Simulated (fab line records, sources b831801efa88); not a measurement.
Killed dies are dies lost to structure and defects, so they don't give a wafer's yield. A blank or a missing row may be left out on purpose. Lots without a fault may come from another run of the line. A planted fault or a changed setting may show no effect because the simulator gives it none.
fab line records | flow sky130
record lots=6 wafers=17 last_day=49
route steps=708 shown LI_CONTACT@375 LOCAL_INTERCONNECT@387 PAD_OPEN@708
lots that met no fault: from a run of the same line without faults
start_h: hours from the record's first day to the start of the lot's first wafer shown | wait_h: hours since the lot's step before | " the same as in the row above | L1.1+2: a row that stands for several wafers | - no value, or no start given | * or withheld: withheld | < > ~ a bound
route shown NAME@n: a module of which the file shows steps, and the number in the route of the first | usual: mean/standard deviation of fault-free wafers | same: alike in all rows | chamber/n: place in a boat | sites: the reading at each site | _std_site: their standard deviation | _edge_site: outer sites' mean less inner sites' | radius_mm: how far each site lies from the wafer's centre | mask NAME#n: copy n | behind: the tool/chamber that last shaped the wafer | hold: why the lot was held/for how many hours/how that ended | device: the transistor (n, p or np) that didn't switch | end of line: the same wafers' tests at the end of the route | a step without rows: its recipe alone | killed: dies lost to structure and defects at the first sort, not the wafer's yield | map: a wafer's dies, x killed, . not, _ none there
set.NAME: the setting as run; set.NAME@STEP: as run at that earlier step | model.NAME: the simulator's own value behind a step, which no gauge read
lots at some steps of the route; a table a step, a row a wafer
services: from which hour (start_h, from the record's first day; less than 0 if before it) a tool's chamber was out of use, for how many hours, and why
## steps
# step SKY_LI_CONTACT_OVL_MEAS_13
# usual LI_CONTACT_OVL=0/6.1
# columns lot.wafer tool chamber start_h wait_h LI_CONTACT_OVL[nm]
L814.1 overlay-01 - 729.08 0.1 -8
L814.2 " - " " 2
L816.1 overlay-01 - 738.91 0.1 7
L816.4 " - " " 11
L816.5 " - " " -5
L824.2 overlay-01 - 796.53 0.1 10
L824.4 " - " " 7
L824.6 " - " " 14
L825.1 overlay-02 - 806.16 0.1 -5
L825.5 " - " " -8
L825.6 " - " " -9
L826.2 overlay-02 - 815.83 0.1 6
L826.3 " - " " 10
L826.4 " - " " 9
L828.1 overlay-02 - 829.61 0.1 3
L828.2 " - " " -1
L828.3 " - " " 11
# step SKY_LI_CONTACT_ETCH_14
# recipe chemistry=N2/H2 target=BARC ion_energy_ev=200 source_w=500 bias_w=100 pressure_mtorr=30 n2_flow_sccm=100 h2_flow_sccm=200 stop_on=SiO2 time_s=45.9 target_depth_a=600
# step SKY_LI_CONTACT_ETCH_15
# recipe target=PSG chemistry=C4F8/O2/Ar stop_on=Si taper_deg=4.15 mask_material=KrF-thick source_w=1500 bias_w=1200 pressure_mtorr=40 c4f8_flow_sccm=withheld O2_flow_sccm=6 Ar_flow_sccm=300 time_s=withheld target_depth_a=6000
# step SKY_LI_CONTACT_STRIP_16
# recipe chemistry=O2/N2 power_w=1400 pressure_mtorr=1500 platen_temp_c=withheld o2_flow_sccm=3000 n2_flow_sccm=300 overash_fraction=0.5
# usual drypump_motor_current_A=5.7/0.46 oes_product_au=0.376/0.0051 strip_time_to_endpoint_s=3.50/0.053
# columns lot.wafer tool chamber start_h wait_h drypump_motor_current_A oes_product_au rf_hours_counter_h strip_time_to_endpoint_s
L814.1 plasma_asher-02 1 729.24 - 6.5 0.385 105 3.55
L814.2 " 0 " " 6.3 0.375 105 3.59
L816.1 plasma_asher-04 1 739.08 - 5.7 0.374 87 3.55
L816.4 " 0 " " 5.1 0.371 - 3.48
L816.5 " 1 " " 5.7 0.370 - 3.50
L824.2 plasma_asher-03 0 796.69 - 5.3 0.374 37 3.51
L824.4 " 0 " " 5.3 0.376 - 3.48
L824.6 " 1 " " 5.7 0.373 - 3.49
L825.1 plasma_asher-04 1 806.33 - 5.7 0.371 93 3.48
L825.5 " 0 " " 5.1 0.375 - 3.46
L825.6 " 1 " " 5.7 0.375 - 3.53
L826.2 plasma_asher-02 0 816.05 - 6.3 0.372 8 3.49
L826.3 " 0 " " 6.3 0.386 - 3.56
L826.4 " 1 " " 6.5 0.384 - 3.48
L828.1 plasma_asher-04 0 829.78 - 5.1 0.382 95 3.48
L828.2 " 1 " " 5.7 0.378 95 3.52
L828.3 " 1 " " 5.7 0.369 - 3.48
# step SKY_LI_CONTACT_CLEAN_17
# recipe chemistry=NMP time_s=600 temp_c=60 dry=n2_spin
# step SKY_LI_CONTACT_PRE_CLEAN_18
# recipe gas=Ar time_s=5.6 bias_v=358
# step SKY_LI_CONTACT_SPUTTER_19
# recipe material=Ti target_thk_nm=20 chamber_pressure_pa=5 power_w=2500 substrate_temp_c=200 time_s=106.37
# usual throttle_valve_pct=29.8/1.2
# columns lot.wafer tool chamber start_h wait_h throttle_valve_pct
L814.1 pvd_sputter-03 - 729.55 0.0 28.8
L814.2 " - " " 29.7
L816.1 pvd_sputter-01 - 739.37 0.0 31.6
L816.4 " - " " 31.7
L816.5 " - " " 29.0
L824.2 pvd_sputter-01 - 797.03 0.0 31.8
L824.4 " - " " 31.5
L824.6 " - " " 29.2
L825.1 pvd_sputter-02 - 806.64 0.0 29.8
L825.5 " - " " 29.9
L825.6 " - " " 29.4
L826.2 pvd_sputter-02 - 816.35 0.0 29.8
L826.3 " - " " 30.8
L826.4 " - " " 29.8
L828.1 pvd_sputter-03 - 830.09 0.0 29.7
L828.2 " - " " 29.3
L828.3 " - " " 27.8
# step SKY_LI_CONTACT_SPUTTER_20
# recipe material=TiN target_thk_nm=20 chamber_pressure_pa=5 power_w=4000 time_s=80
# usual throttle_valve_pct=29.8/1.3
# columns lot.wafer tool chamber start_h wait_h throttle_valve_pct
L814.1 pvd_sputter-03 - 729.63 0.0 28.7
L814.2 " - " " 29.8
L816.1 pvd_sputter-01 - 739.45 0.0 31.6
L816.4 " - " " 32.2
L816.5 " - " " 29.2
L824.2 pvd_sputter-01 - 797.10 0.0 32.1
L824.4 " - " " 31.5
L824.6 " - " " 29.2
L825.1 pvd_sputter-02 - 806.71 0.0 29.9
L825.5 " - " " 30.0
L825.6 " - " " 29.5
L826.2 pvd_sputter-02 - 816.42 0.0 29.6
L826.3 " - " " 31.0
L826.4 " - " " 29.9
L828.1 pvd_sputter-03 - 830.16 0.0 29.8
L828.2 " - " " 29.6
L828.3 " - " " 28.0
# step SKY_LI_CONTACT_CVD_21
# recipe material=W target_thk_nm=400 time_s=120.56 temp_c=400 pressure_torr=40
# step SKY_LI_CONTACT_RS_MEAS_22
# recipe thk_meas_gauge=four-point-probe reads=W_of_LI_CONTACT_CVD_21+TiN_of_LI_CONTACT_SPUTTER_20+Ti_of_LI_CONTACT_SPUTTER_19
# usual LI_CONTACT_W_RS=0.284/0.0035
# columns lot.wafer tool chamber start_h wait_h LI_CONTACT_W_RS[ohm/sq]
L814.1 film_metro-04 - 729.81 0.1 0.287
L814.2 " - " " 0.283
L816.1 film_metro-04 - 739.63 0.1 0.287
L816.4 " - " " 0.292
L816.5 " - " " 0.294
L824.2 film_metro-03 - 797.31 0.1 0.286
L824.4 " - " " 0.284
L824.6 " - " " 0.286
L825.1 film_metro-03 - 806.90 0.1 0.285
L825.5 " - " " 0.281
L825.6 " - " " 0.286
L826.2 film_metro-02 - 816.63 0.1 0.279
L826.3 " - " " 0.281
L826.4 " - " " 0.278
L828.1 film_metro-04 - 830.35 0.1 0.285
L828.2 " - " " 0.280
L828.3 " - " " 0.285
# step SKY_LI_CONTACT_THK_MEAS_23
# recipe thk_meas_gauge=xrf reads=W_of_LI_CONTACT_CVD_21
# usual LI_CONTACT_W_THK=394/6.9
# columns lot.wafer tool chamber start_h wait_h LI_CONTACT_W_THK[nm]
L814.1 film_metro-04 - 729.93 0.1 382
L814.2 " - " " 390
L816.1 film_metro-04 - 739.75 0.1 382
L816.4 " - " " 378
L816.5 " - " " 376
L824.2 film_metro-03 - 797.42 0.1 394
L824.4 " - " " 398
L824.6 " - " " 392
L825.1 film_metro-03 - 807.02 0.1 396
L825.5 " - " " 400
L825.6 " - " " 392
L826.2 film_metro-02 - 816.74 0.1 399
L826.3 " - " " 392
L826.4 " - " " 397
L828.1 film_metro-04 - 830.47 0.1 391
L828.2 " - " " 396
L828.3 " - " " 390
# step SKY_LI_CONTACT_CMP_24
# recipe stop_on=PSG t_overpolish_s=20 down_force_psi=3.5 platen_rpm=60 target_thk_nm=0 pad_velocity_m_s=0.94248
# step SKY_LOCAL_INTERCONNECT_SPUTTER_00
# recipe material=TiN target_thk_nm=100 temp_c=300 power_w=6500 time_s=83.3 chamber_pressure_pa=0.4
# usual throttle_valve_pct=30.3/1.1
# columns lot.wafer tool chamber start_h wait_h throttle_valve_pct model.TiN_of_LOCAL_INTERCONNECT_SPUTTER_00.thk_nm
L814.1 pvd_sputter-02 - 730.29 0.2 29.6 105.6
L814.2 " - " " 29.2 101.1
L816.1 pvd_sputter-02 - 740.11 0.2 29.9 105.7
L816.4 " - " " 29.5 103.6
L816.5 " - " " 29.4 98.25
L824.2 pvd_sputter-02 - 797.92 0.2 28.7 100.2
L824.4 " - " " 29.9 100.4
L824.6 " - " " 31.0 99.88
L825.1 pvd_sputter-01 - 807.38 0.1 31.4 100.5
L825.5 " - " " 31.9 99.79
L825.6 " - " " 29.1 100.9
L826.2 pvd_sputter-01 - 817.09 0.2 29.1 99.93
L826.3 " - " " 31.9 99.17
L826.4 " - " " 31.8 99.95
L828.1 pvd_sputter-01 - 830.83 0.2 29.4 99.96
L828.2 " - " " 31.2 99.02
L828.3 " - " " 31.8 99.23
# step SKY_LOCAL_INTERCONNECT_RS_MEAS_01
# recipe thk_meas_gauge=four-point-probe reads=TiN_of_LOCAL_INTERCONNECT_SPUTTER_00
# usual LOCAL_INTERCONNECT_TIN_RS=14.22/0.17
# columns lot.wafer tool chamber start_h wait_h hold LOCAL_INTERCONNECT_TIN_RS[ohm/sq]
L814.1 film_metro-02 - 730.36 0.0 await_dispo/0.2h/release 13.38
L814.2 " - " " await_dispo/0.2h/release 14.01
L814.1 film_metro-02 - 730.64 0.3 - 13.35
L814.2 " - " " - 13.98
L816.1 film_metro-01 - 740.18 0.0 await_dispo/0.2h/release 13.36
L816.4 " - " " await_dispo/0.2h/release 13.64
L816.5 " - " " await_dispo/0.2h/release 14.43
L816.1 film_metro-01 - 740.50 0.3 - 13.35
L816.4 " - " " - 13.65
L816.5 " - " " - 14.43
L824.2 film_metro-01 - 798.00 0.1 - 14.14
L824.4 " - " " - 14.10
L824.6 " - " " - 14.20
L825.1 film_metro-01 - 807.44 0.0 - 14.10
L825.5 " - " " - 14.21
L825.6 " - " " - 14.04
L826.2 film_metro-02 - 817.17 0.1 - 14.16
L826.3 " - " " - 14.27
L826.4 " - " " - 14.14
L828.1 film_metro-01 - 830.89 0.0 - 14.18
L828.2 " - " " - 14.32
L828.3 " - " " - 14.27
# step SKY_LOCAL_INTERCONNECT_THK_MEAS_02
# recipe thk_meas_gauge=xrf reads=TiN_of_LOCAL_INTERCONNECT_SPUTTER_00
# usual LOCAL_INTERCONNECT_TIN_THK=99.8/1.4
# columns lot.wafer tool chamber start_h wait_h hold LOCAL_INTERCONNECT_TIN_THK[nm]
L814.1 film_metro-02 - 732.16 1.5 await_dispo/0.2h/release 105.1
L814.2 " - " " await_dispo/0.2h/release 100.3
L814.1 film_metro-02 - 732.42 0.2 - 104.9
L814.2 " - " " - 100.7
L816.1 film_metro-01 - 745.84 5.3 await_dispo/0.2h/release 104.7
L816.4 " - " " await_dispo/0.2h/release 102.9
L816.5 " - " " await_dispo/0.2h/release 97.6
L816.1 film_metro-01 - 746.06 0.2 - 105.1
L816.4 " - " " - 103.2
L816.5 " - " " - 97.8
L824.2 film_metro-01 - 798.11 0.1 - 99.7
L824.4 " - " " - 99.7
L824.6 " - " " - 99.2
L825.1 film_metro-01 - 807.56 0.1 - 99.6
L825.5 " - " " - 98.8
L825.6 " - " " - 100.5
L826.2 film_metro-02 - 817.28 0.1 - 99.1
L826.3 " - " " - 98.3
L826.4 " - " " - 99.2
L828.1 film_metro-01 - 831.01 0.1 - 99.5
L828.2 " - " " - 98.5
L828.3 " - " " - 99.1
# step SKY_LOCAL_INTERCONNECT_HMDS_04
# recipe prime_time_s=60 prime_temp_c=120
# step SKY_LOCAL_INTERCONNECT_COAT_05
# recipe resist=BARC temp_c=withheld time_s=withheld spin_rpm=3000 resist_thk_nm=60
# step SKY_LOCAL_INTERCONNECT_COAT_06
# recipe resist=KrF-thick spin_rpm=3000 resist_thk_nm=450
# step SKY_LOCAL_INTERCONNECT_SOFTBAKE_07
# recipe temp_c=100 time_s=90 resist=KrF-thick
# step SKY_LOCAL_INTERCONNECT_EXPOSE_08
# recipe mask_id=LI1M na=0.8 source_shape=annular sigma_inner=0.55 sigma_outer=0.85 target_cd_nm=170 dose_mj=28
# step SKY_LOCAL_INTERCONNECT_PEB_09
# recipe peb_temp_c=withheld peb_time_s=withheld resist=KrF-thick
# step SKY_LOCAL_INTERCONNECT_DEVELOP_10
# recipe develop_time_s=60 resist=KrF-thick dev_temp_c=21
# step SKY_LOCAL_INTERCONNECT_CD_MEAS_11
# recipe target_cd_nm=170
# usual cd_nm=170.1/1.5
# columns lot.wafer tool chamber start_h wait_h cd_nm
L814.1 cd_sem-01 - 757.15 - 171.3
L814.2 " - " " 171.9
L816.1 cd_sem-02 - 767.79 - 169.7
L816.4 " - " " 169.2
L816.5 " - " " 170.3
L824.2 cd_sem-02 - 824.51 - 168.5
L824.4 " - " " 170.6
L824.6 " - " " 171.2
L825.1 cd_sem-02 - 833.64 - 170.4
L825.5 " - " " 168.7
L825.6 " - " " 168.8
L826.2 cd_sem-01 - 843.46 - 167.6
L826.3 " - " " 169.5
L826.4 " - " " 169.6
L828.1 cd_sem-01 - 856.80 - 168.6
L828.2 " - " " 169.5
L828.3 " - " " 168.7
# step SKY_LOCAL_INTERCONNECT_OVL_MEAS_12
# usual LOCAL_INTERCONNECT_OVL=1/5.8
# columns lot.wafer tool chamber start_h wait_h LOCAL_INTERCONNECT_OVL[nm]
L814.1 overlay-02 - 757.27 0.1 -12
L814.2 " - " " 0
L816.1 overlay-01 - 767.91 0.1 5
L816.4 " - " " 6
L816.5 " - " " 8
L824.2 overlay-01 - 824.62 0.1 -6
L824.4 " - " " -4
L824.6 " - " " -1
L825.1 overlay-02 - 833.76 0.1 3
L825.5 " - " " -4
L825.6 " - " " -7
L826.2 overlay-01 - 843.57 0.1 1
L826.3 " - " " 6
L826.4 " - " " 2
L828.1 overlay-02 - 856.92 0.1 8
L828.2 " - " " 3
L828.3 " - " " 8
# step SKY_LOCAL_INTERCONNECT_ETCH_13
# recipe chemistry=N2/H2 target=BARC ion_energy_ev=200 bias_w=100 pressure_mtorr=30 n2_flow_sccm=100 h2_flow_sccm=200 icp_w=500 stop_on=SiO2 time_s=45.9 target_depth_a=600
# usual drypump_motor_current_A=6.0/0.49 oes_product_au=0.855/0.0047 throttle_valve_pct=13.224/0.009
# columns lot.wafer tool chamber start_h wait_h drypump_motor_current_A oes_product_au rf_hours_counter_h throttle_valve_pct
L814.1 rie_metal-01 0 757.30 0.0 5.6 0.854 13 13.233
L814.2 " 1 " " 6.7 0.855 1 13.232
L816.1 rie_metal-01 0 767.95 0.0 5.6 0.854 13 13.210
L816.4 " 1 " " 6.7 0.847 - 13.225
L816.5 " 0 " " 5.6 0.855 - 13.238
L824.2 rie_metal-03 0 824.65 0.0 5.6 0.860 3 13.216
L824.4 " 1 " " 6.5 0.855 - 13.225
L824.6 " 0 " " 5.6 0.854 - 13.223
L825.1 rie_metal-03 1 833.80 0.0 6.5 0.848 14 13.221
L825.5 " 0 " " 5.7 0.853 - 13.222
L825.6 " 1 " " 6.5 0.854 - 13.202
L826.2 rie_metal-03 1 843.60 0.0 6.5 0.861 14 13.245
L826.3 " 1 " " 6.5 0.855 - 13.207
L826.4 " 0 " " 5.7 0.859 - 13.226
L828.1 rie_metal-03 1 856.95 0.0 6.6 0.865 14 13.233
L828.2 " 0 " " 5.6 0.858 4 13.226
L828.3 " 0 " " 5.6 0.857 - 13.231
# step SKY_LOCAL_INTERCONNECT_METAL_ETCH_14
# recipe target_depth_nm=110 stop_on=PSG chemistry=Cl2/BCl3 target=TiN resist_sidewall_deg=88 pressure_mtorr=10 icp_w=900 bias_w=48.5 Cl2_flow_sccm=60 bcl3_flow_sccm=30 time_s=31.4
# usual bcl3_flow_sccm=29.99/0.1 drypump_motor_current_A=6.0/0.48 oes_product_au=0.939/0.0082 throttle_valve_pct=21.903/0.01
# columns lot.wafer tool chamber start_h wait_h bcl3_flow_sccm drypump_motor_current_A oes_product_au rf_hours_counter_h throttle_valve_pct model.etch.depth_nm model.LOCAL_INTERCONNECT.feature_depth_nm
L814.1 rie_metal-01 0 757.37 0.0 29.93 5.6 0.972 13 21.870 105.6 105.6
L814.2 " 1 " " 30.10 6.6 0.943 1 21.905 101.1 101.1
L816.1 rie_metal-01 0 768.01 0.0 29.96 5.6 0.978 13 21.866 105.7 105.7
L816.4 " 1 " " 29.91 6.6 0.960 - 21.896 103.6 103.6
L816.5 " 0 " " 30.01 5.6 0.928 - 21.911 98.25 98.25
L824.2 rie_metal-03 0 824.71 0.0 30.04 5.6 0.928 3 21.912 100.2 100.2
L824.4 " 1 " " 29.78 6.5 0.940 - 21.885 100.4 100.4
L824.6 " 0 " " 30.08 5.6 0.949 - 21.905 99.88 99.88
L825.1 rie_metal-03 1 833.86 0.0 29.98 6.5 0.944 14 21.894 100.5 100.5
L825.5 " 0 " " 29.93 5.6 0.941 - 21.895 99.79 99.79
L825.6 " 1 " " 29.93 6.5 0.953 - 21.903 100.9 100.9
L826.2 rie_metal-03 1 843.66 0.0 29.90 6.5 0.944 14 21.902 99.93 99.93
L826.3 " 1 " " 29.89 6.5 0.936 - 21.928 99.17 99.17
L826.4 " 0 " " 29.88 5.6 0.940 - 21.891 99.95 99.95
L828.1 rie_metal-03 1 857.02 0.0 29.94 6.5 0.940 14 21.908 99.96 99.96
L828.2 " 0 " " 30.19 5.6 0.941 4 21.906 99.02 99.02
L828.3 " 0 " " 30.13 5.6 0.943 - 21.913 99.23 99.23
# step SKY_LOCAL_INTERCONNECT_STRIP_15
# recipe chemistry=O2/N2 power_w=1400 pressure_mtorr=1500 platen_temp_c=withheld o2_flow_sccm=3000 n2_flow_sccm=300 overash_fraction=0.5
# usual drypump_motor_current_A=5.8/0.45 oes_product_au=0.427/0.0042 strip_time_to_endpoint_s=4.708/0.015
# columns lot.wafer tool chamber start_h wait_h drypump_motor_current_A oes_product_au rf_hours_counter_h strip_time_to_endpoint_s
L814.1 plasma_asher-03 1 757.42 0.0 5.7 0.428 33 4.710
L814.2 " 0 " " 5.3 0.418 33 4.694
L816.1 plasma_asher-03 1 768.06 0.0 5.7 0.427 34 4.682
L816.4 " 0 " " 5.3 0.427 - 4.697
L816.5 " 1 " " 5.7 0.431 - 4.695
L824.2 plasma_asher-03 1 824.76 0.0 5.7 0.420 39 4.724
L824.4 " 0 " " 5.3 0.426 - 4.717
L824.6 " 1 " " 5.7 0.423 - 4.700
L825.1 plasma_asher-02 0 833.91 0.0 6.3 0.431 9 4.706
L825.5 " 1 " " 6.5 0.430 - 4.709
L825.6 " 0 " " 6.3 0.419 - 4.711
L826.2 plasma_asher-02 1 843.71 0.0 6.5 0.421 10 4.719
L826.3 " 0 " " 6.3 0.420 - 4.719
L826.4 " 1 " " 6.5 0.423 - 4.716
L828.1 plasma_asher-02 0 857.07 0.0 6.3 0.427 12 4.713
L828.2 " 1 " " 6.5 0.416 12 4.719
L828.3 " 0 " " 6.3 0.418 - 4.705
# step SKY_LOCAL_INTERCONNECT_STRIP_16
# recipe chemistry=post_etch_residue_remover time_s=1200 temp_c=72.5
# usual bath_guard_temp_C=72.3/0.62
# columns lot.wafer tool chamber start_h wait_h bath_guard_temp_C model.TiN_of_LOCAL_INTERCONNECT_SPUTTER_00.thk_nm
L814.1 wet_bench-03 3 757.52 0.1 72.1 105.2
L814.2 " 3 " " 71.8 100.7
L816.1 wet_bench-03 1 768.16 0.1 72.7 105.3
L816.4 " 1 " " 72.3 103.2
L816.5 " 1 " " 73.0 97.82
L824.2 wet_bench-01 2 824.86 0.1 72.2 99.79
L824.4 " 2 " " 72.6 99.96
L824.6 " 2 " " 72.1 99.46
L825.1 wet_bench-03 1 834.01 0.1 72.3 100
L825.5 " 1 " " 72.2 99.36
L825.6 " 1 " " 72.7 100.4
L826.2 wet_bench-04 1 843.81 0.1 72.5 99.51
L826.3 " 1 " " 72.2 98.75
L826.4 " 1 " " 72.3 99.53
L828.1 wet_bench-04 3 857.17 0.1 72.6 99.54
L828.2 " 3 " " 73.1 98.6
L828.3 " 3 " " 72.8 98.81
# step SKY_LOCAL_INTERCONNECT_CLEAN_17
# recipe chemistry=IPA time_s=180 temp_c=25
# step SKY_PAD_OPEN_PROBE_99
# usual killed_at_M0_to_M3=45/6.9 killed_at_M4_up=3.1/1.7 killed_at_contacts=24/5.7 killed_at_front_end=15/4.6 killed_at_other=0.3/0.57 killed_dies=87/10 killed_open=48/7.4 killed_short=39/6.7
# same gross_dies=492 killed_at_back_side=0
# columns lot.wafer tool chamber start_h wait_h killed_at_M0_to_M3 killed_at_M4_up killed_at_contacts killed_at_front_end killed_at_other killed_dies killed_open killed_short model.etest.res_li.line_ohm_um model.etest.res_li.rs_ohm_sq
L814.1 prober-01 - 1115.36 0.1 57 2 33 15 0 107 60 47 71.5 12.09
L814.2 prober-01 - 1115.41 0.1 38 3 25 12 0 78 48 30 73.08 12.62
L816.1 prober-02 - 1120.71 0.1 34 3 22 26 0 85 36 49 71.05 12.04
L816.4 prober-02 - 1120.86 0.2 42 2 14 19 0 77 47 30 72.44 12.41
L816.5 prober-02 - 1120.91 0.2 45 3 26 24 0 98 53 45 75.69 13.05
L824.2 prober-02 - 1164.11 0.1 54 2 23 20 0 99 59 40 75.49 12.76
L824.4 prober-02 - 1164.21 0.2 36 2 34 9 1 82 42 40 74.58 12.73
L824.6 prober-02 - 1164.31 0.2 44 2 25 24 0 95 45 50 74.88 12.8
L825.1 prober-01 - 1169.31 0.1 47 5 28 17 0 97 54 43 74.82 12.71
L825.5 prober-01 - 1169.51 0.2 38 1 25 16 1 81 40 41 75.04 12.75
L825.6 prober-01 - 1169.56 0.2 43 3 24 11 0 81 53 28 75.45 12.62
L826.2 prober-02 - 1177.62 0.1 44 3 16 20 0 83 40 43 75.92 12.74
L826.3 prober-02 - 1177.67 0.2 45 6 23 12 0 86 40 46 76.42 12.8
L826.4 prober-02 - 1177.72 0.2 53 1 19 13 0 86 51 35 75.48 12.79
L828.1 prober-02 - 1187.07 0.1 43 1 33 16 0 93 50 43 75.55 12.81
L828.2 prober-02 - 1187.12 0.1 58 1 21 15 0 95 53 42 75.57 12.93
L828.3 prober-02 - 1187.17 0.2 47 2 22 9 0 80 43 37 76.31 12.88
# killed by level:class
L814.1 VIA1:geometric_particle:open=17 CONTACT:geometric_particle:open=10 LI_CONTACT:geometric_particle:open=10 VIA3:geometric_particle:open=7 VIA2:geometric_particle:short=6 METAL1:geometric_particle:short=6 LI_CONTACT:geometric_particle:short=5 LOCAL_INTERCONNECT:geometric_particle:short=5
L814.2 CONTACT:geometric_particle:open=9 VIA1:geometric_particle:open=8 VIA1:geometric_particle:short=6 LI_CONTACT:geometric_particle:open=5 VIA3:geometric_particle:open=5 METAL1:geometric_particle:short=4 VIA2:geometric_particle:open=4 FIELD_ISO:geometric_particle:open=3
L816.1 POLY_GATE:geometric_particle:open=8 FIELD_ISO:geometric_particle:short=7 CONTACT:geometric_particle:open=6 METAL2:geometric_particle:short=6 FIELD_ISO:geometric_particle:open=5 POLY_GATE:geometric_particle:short=5 LI_CONTACT:geometric_particle:open=5 METAL1:geometric_particle:short=5
L816.4 VIA1:geometric_particle:open=11 VIA3:geometric_particle:open=9 FIELD_ISO:geometric_particle:open=7 VIA2:geometric_particle:open=7 LOCAL_INTERCONNECT:geometric_particle:short=7 POLY_GATE:geometric_particle:open=4 FIELD_ISO:geometric_particle:short=3 CONTACT:geometric_particle:open=3
L816.5 VIA1:geometric_particle:open=10 CONTACT:geometric_particle:open=9 VIA3:geometric_particle:open=8 METAL1:geometric_particle:short=8 POLY_GATE:geometric_particle:open=7 VIA1:geometric_particle:short=7 CONTACT:geometric_particle:short=6 VIA2:geometric_particle:open=5
L824.2 VIA1:geometric_particle:open=13 VIA3:geometric_particle:open=12 LI_CONTACT:geometric_particle:open=8 POLY_GATE:geometric_particle:open=7 VIA1:geometric_particle:short=6 FIELD_ISO:geometric_particle:open=5 CONTACT:geometric_particle:open=5 CONTACT:geometric_particle:short=5
L824.4 VIA1:geometric_particle:open=10 CONTACT:geometric_particle:short=10 CONTACT:geometric_particle:open=10 VIA1:geometric_particle:short=8 LI_CONTACT:geometric_particle:open=6 VIA2:geometric_particle:open=5 VIA3:geometric_particle:open=4 SPACER:geometric_particle:short=3
L824.6 VIA3:geometric_particle:open=9 POLY_GATE:geometric_particle:open=6 LI_CONTACT:geometric_particle:open=6 CONTACT:geometric_particle:short=6 VIA1:geometric_particle:short=6 METAL1:geometric_particle:short=6 CONTACT:geometric_particle:open=5 SPACER:geometric_particle:short=5
L825.1 VIA1:geometric_particle:open=16 CONTACT:geometric_particle:open=14 METAL2:geometric_particle:short=8 CONTACT:geometric_particle:short=7 POLY_GATE:geometric_particle:open=6 POLY_GATE:geometric_particle:short=5 METAL1:geometric_particle:short=4 VIA1:geometric_particle:short=4
L825.5 VIA1:geometric_particle:open=10 CONTACT:geometric_particle:open=8 CONTACT:geometric_particle:short=7 FIELD_ISO:geometric_particle:open=6 METAL1:geometric_particle:short=6 FIELD_ISO:geometric_particle:short=5 VIA3:geometric_particle:short=4 LI_CONTACT:geometric_particle:open=4
L825.6 CONTACT:geometric_particle:open=13 VIA1:geometric_particle:open=11 VIA3:geometric_particle:open=10 METAL1:geometric_particle:short=6 VIA2:geometric_particle:open=5 POLY_GATE:geometric_particle:short=4 METAL4:geometric_particle:short=3 POLY_GATE:geometric_particle:open=3
L826.2 VIA1:geometric_particle:open=14 LOCAL_INTERCONNECT:geometric_particle:short=9 POLY_GATE:geometric_particle:open=7 VIA1:geometric_particle:short=6 FIELD_ISO:geometric_particle:short=4 METAL1:geometric_particle:short=4 METAL2:geometric_particle:short=4 VIA3:geometric_particle:open=4
L826.3 CONTACT:geometric_particle:open=8 VIA3:geometric_particle:open=8 VIA1:geometric_particle:open=7 METAL1:geometric_particle:short=6 POLY_GATE:geometric_particle:short=6 VIA2:geometric_particle:open=6 LI_CONTACT:geometric_particle:open=5 LOCAL_INTERCONNECT:geometric_particle:short=5
L826.4 VIA1:geometric_particle:open=12 METAL1:geometric_particle:short=8 VIA2:geometric_particle:open=8 METAL2:geometric_particle:short=7 CONTACT:geometric_particle:open=6 VIA3:geometric_particle:open=6 POLY_GATE:geometric_particle:open=5 VIA3:geometric_particle:short=5
L828.1 LI_CONTACT:geometric_particle:open=11 CONTACT:geometric_particle:open=10 VIA1:geometric_particle:open=9 METAL2:geometric_particle:short=9 CONTACT:geometric_particle:short=6 METAL1:geometric_particle:short=5 FIELD_ISO:geometric_particle:short=4 POLY_GATE:geometric_particle:short=4
L828.2 VIA2:geometric_particle:open=11 VIA1:geometric_particle:short=9 VIA1:geometric_particle:open=9 CONTACT:geometric_particle:open=8 VIA2:geometric_particle:short=8 FIELD_ISO:geometric_particle:open=6 LI_CONTACT:geometric_particle:open=6 VIA3:geometric_particle:open=6
L828.3 VIA1:geometric_particle:open=11 CONTACT:geometric_particle:open=11 VIA2:geometric_particle:open=9 VIA1:geometric_particle:short=6 METAL1:geometric_particle:short=5 METAL2:geometric_particle:short=5 LI_CONTACT:geometric_particle:open=4 VIA3:geometric_particle:open=4
## services
# columns tool chamber start_h hours kind
rie_metal-03 - 722.17 6.0 repair
plasma_asher-02 - 733.77 9.0 pm
plasma_asher-02 0 733.77 9.0 vent_cycle
plasma_asher-02 1 733.77 9.0 vent_cycle
pvd_sputter-03 - 740.80 35.9 repair
plasma_asher-02 0 742.77 - clean
plasma_asher-02 1 742.77 - clean
plasma_asher-04 - 761.56 10.7 repair
rie_metal-01 0 789.41 - clean
rie_metal-01 0 789.41 17.8 scheduled_down
rie_metal-01 0 789.41 17.8 vent_cycle
plasma_asher-04 - 806.85 2.8 pm
rie_metal-03 - 810.01 1.4 pm
pvd_sputter-02 - 819.48 4.2 repair
plasma_asher-04 - 843.59 2.9 repair
plasma_asher-03 - 849.01 2.8 pm
plasma_asher-02 - 851.93 4.4 repair
## key
first_sign step=SKY_LOCAL_INTERCONNECT_RS_MEAS_01 reading=visit direction=added
effect step=SKY_LOCAL_INTERCONNECT_RS_MEAS_01 reading=LOCAL_INTERCONNECT_TIN_RS direction=down sigmas=4.4 usual=14.22 struck=13.46
effect step=SKY_LOCAL_INTERCONNECT_THK_MEAS_02 reading=visit direction=added
effect step=SKY_LOCAL_INTERCONNECT_METAL_ETCH_14 reading=oes_product_au direction=up sigmas=3.7 usual=0.939 struck=0.970
model_effect step=SKY_LOCAL_INTERCONNECT_SPUTTER_00 value=TiN_of_LOCAL_INTERCONNECT_SPUTTER_00.thk_nm without=100.4 struck=105
model_effect step=SKY_LOCAL_INTERCONNECT_METAL_ETCH_14 value=etch.depth_nm without=100.4 struck=105
model_effect step=SKY_LOCAL_INTERCONNECT_STRIP_16 value=TiN_of_LOCAL_INTERCONNECT_SPUTTER_00.thk_nm without=99.98 struck=104.6
model_effect step=SKY_PAD_OPEN_PROBE_99 value=etest.res_li.line_ohm_um without=74.92 struck=71.66
met_at SKY_LOCAL_INTERCONNECT_SPUTTER_00
struck_wafers L814.1,L816.1,L816.4
tester_left_out L814,L816
fault kind=process_parameter_drift tool=pvd_sputter-02 chamber=- onset_h=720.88 steps=SKY_LOCAL_INTERCONNECT_SPUTTER_00 channel=target_thk_nm offset=4.5663 shape=step end_h=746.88 scope=struck_wafers_only acts_in=these_recipes_only stated=100
# tester_left_out: of these lots the tester's yield and bins aren't shown, on N5 and GAA mostly nor the transistor test; their killed dies are dies lost to structure and defects alone, not to doping, threshold or leakage, so they don't give the yield
